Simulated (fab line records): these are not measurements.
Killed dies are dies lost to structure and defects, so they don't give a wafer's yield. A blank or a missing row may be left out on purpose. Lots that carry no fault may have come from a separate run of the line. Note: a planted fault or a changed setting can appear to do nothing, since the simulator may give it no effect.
The tool behind it: which one?	flow sky130	43 wafers from 15 lots sampled at 4 of the route's 708 steps

## WHAT THE GAUGES SHOWED, per wafer
SKY_VT_ADJUST_HVTP_TW_MEAS_11.
lot	measured	on	VT_ADJUST_HVTP_TW
L967	day 6 21:03	film_metro-02	1366 1374 1373
L968	day 7 03:37	film_metro-01	1344 1332 1339
L969	day 7 07:25	film_metro-01	1345 1354 1340
L974	day 8 08:05	film_metro-03	1352 1355 1343
L973	day 8 09:48	film_metro-01	1336 1335
L975	day 8 17:32	film_metro-01	1336 1341 1342
L976	day 9 00:00	film_metro-02	1376 1371 1377
L977	day 9 11:40	film_metro-01	1338 1352 1343
L981	day 10 09:26	film_metro-03	1351 1354 1357
L982	day 10 16:16	film_metro-01	1343 1356 1336
L983	day 11 06:12	film_metro-01	1335 1333 1334
L984	day 11 14:15	film_metro-01	1336 1344 1339
L985	day 11 15:27	film_metro-03	1350 1361 1357
L986	day 11 20:11	film_metro-03	1350 1361 1356
L988	day 12 08:04	film_metro-02	1371 1377

SKY_VT_ADJUST_LVTN_TW_MEAS_10.
lot	measured	on	VT_ADJUST_LVTN_TW
L967	day 7 17:26	film_metro-03	241.3 239.8 242.6
L968	day 8 00:14	film_metro-01	238.5 237.9 238.7
L969	day 8 03:56	film_metro-01	237.9 239.0 239.9
L974	day 9 06:43	film_metro-01	238.9 237.6 239.0
L973	day 9 07:46	film_metro-03	240.9 240.9
L975	day 9 15:42	film_metro-01	239.2 238.6 240.7
L976	day 9 23:10	film_metro-03	241.3 240.9 239.4
L977	day 10 10:31	film_metro-03	241.2 241.7 239.5
L981	day 11 09:03	film_metro-03	240.9 242.5 242.6
L982	day 11 16:40	film_metro-03	241.2 241.1 240.5
L983	day 12 07:44	film_metro-03	241.6 239.8 240.8
L984	day 12 16:01	film_metro-03	240.5 241.2 240.3
L985	day 12 17:56	film_metro-01	238.5 239.3 237.8
L986	day 12 22:13	film_metro-01	239.8 237.9 238.6
L988	day 13 11:08	film_metro-04	245.4 245.5

SKY_VT_ADJUST_HVTR_CD_MEAS_07: the cd target is 380 nm.
lot	measured	on	cd_nm (nm)
L967	day 10 11:45	cd_sem-02	379.1 380.0 379.8
L968	day 10 19:45	cd_sem-01	382.9 379.7 382.2
L969	day 11 00:18	cd_sem-01	381.7 381.9 381.7
L974	day 12 08:24	cd_sem-02	379.9 377.7 379.2
L973	day 12 08:53	cd_sem-01	377.7 379.3
L975	day 12 17:16	cd_sem-01	377.9 378.5 379.0
L976	day 13 01:20	cd_sem-01	380.4 379.5 380.9
L977	day 13 15:49	cd_sem-01	380.5 380.1 380.7
L981	day 14 16:05	cd_sem-01	379.3 382.8 382.2
L982	day 14 23:30	cd_sem-01	381.6 380.5 380.7
L983	day 15 14:34	cd_sem-01	375.2 377.6 373.5
L984	day 16 01:53	cd_sem-02	381.9 380.8 381.5
L985	day 16 03:08	cd_sem-01	383.6 384.8 384.9
L986	day 16 06:35	cd_sem-01	383.4 382.1 381.9
L988	day 16 19:45	cd_sem-02	381.1 381.6

## TOOL THAT RAN EACH LOT (tool first, then ch and the chambers of the sampled wafers, then the start)
lot	SKY_PWDE_DEVELOP_06
L967	litho_track-04 ch 0, day 4 12:00
L968	litho_track-04 ch 0, day 4 18:00
L969	litho_track-03 ch 0, day 4 22:00
L974	litho_track-04 ch 0, day 5 19:00
L973	litho_track-01 ch 0, day 5 20:00
L975	litho_track-01, day 6 03:00
L976	litho_track-03, day 6 09:00
L977	litho_track-04, day 6 19:00
L981	litho_track-04 ch 0, day 7 13:00
L982	litho_track-03 ch 0, day 7 19:00
L983	litho_track-03 ch 0, day 8 06:00
L984	litho_track-03 ch 0, day 8 14:00
L985	litho_track-01 ch 0, day 8 16:00
L986	litho_track-04 ch 0, day 8 19:00
L988	litho_track-03 ch 0, day 9 05:00
- SKY_PWDE_DEVELOP_06: develop time 60 s.

## AS READ BY THE TOOLS THEMSELVES (means over the sampled wafers that have a number; for cases with no such wafer, the mark the record gives instead)
SKY_PWDE_DEVELOP_06.
lot	tool	chill_plate_temp_C (C)
L967	litho_track-04	23.02
L968	litho_track-04	22.97
L969	litho_track-03	23.00
L974	litho_track-04	23.04
L973	litho_track-01	23.12
L975	litho_track-01	-
L976	litho_track-03	-
L977	litho_track-04	-
L981	litho_track-04	22.96
L982	litho_track-03	23.01
L983	litho_track-03	22.94
L984	litho_track-03	22.92
L985	litho_track-01	23.02
L986	litho_track-04	23.04
L988	litho_track-03	22.95

## THE ANSWER, worked out from the rows above alone
Rule: the usual values come from the lots themselves. Put in order of their means at a reading, lots are off if they are a third of the lots or fewer, leave a main group of 4 or more, and stand apart from it by a gap of 3 or more times the standard deviation of the main group's means; of several such gaps the widest counts. A main group is skipped when, at the precision printed for the reading in the tables above, its means are all equal. A lot without any number at a reading at which 4 lots or more have one is off too. The other lots that the step has rows for count as sound. After the gauges, taken in route order, come the tools' own readings; for these a lot's mean is taken, as printed above. The first step at which some lot is off is used, and at that step the reading that is off furthest; a lot without a number counts as furthest.
Off: L975, L976, L977 (SKY_PWDE_DEVELOP_06, chill_plate_temp_C). Without a number there: L975, L976, L977. For the main group the mean is 23.00 C and the standard deviation 0.053.
A tool fits if, at that step or a process step before it, it ran every lot that is off, and no sound lot after the first of them. None of those tried fits.

## WHAT THE SIMULATOR PUT IN
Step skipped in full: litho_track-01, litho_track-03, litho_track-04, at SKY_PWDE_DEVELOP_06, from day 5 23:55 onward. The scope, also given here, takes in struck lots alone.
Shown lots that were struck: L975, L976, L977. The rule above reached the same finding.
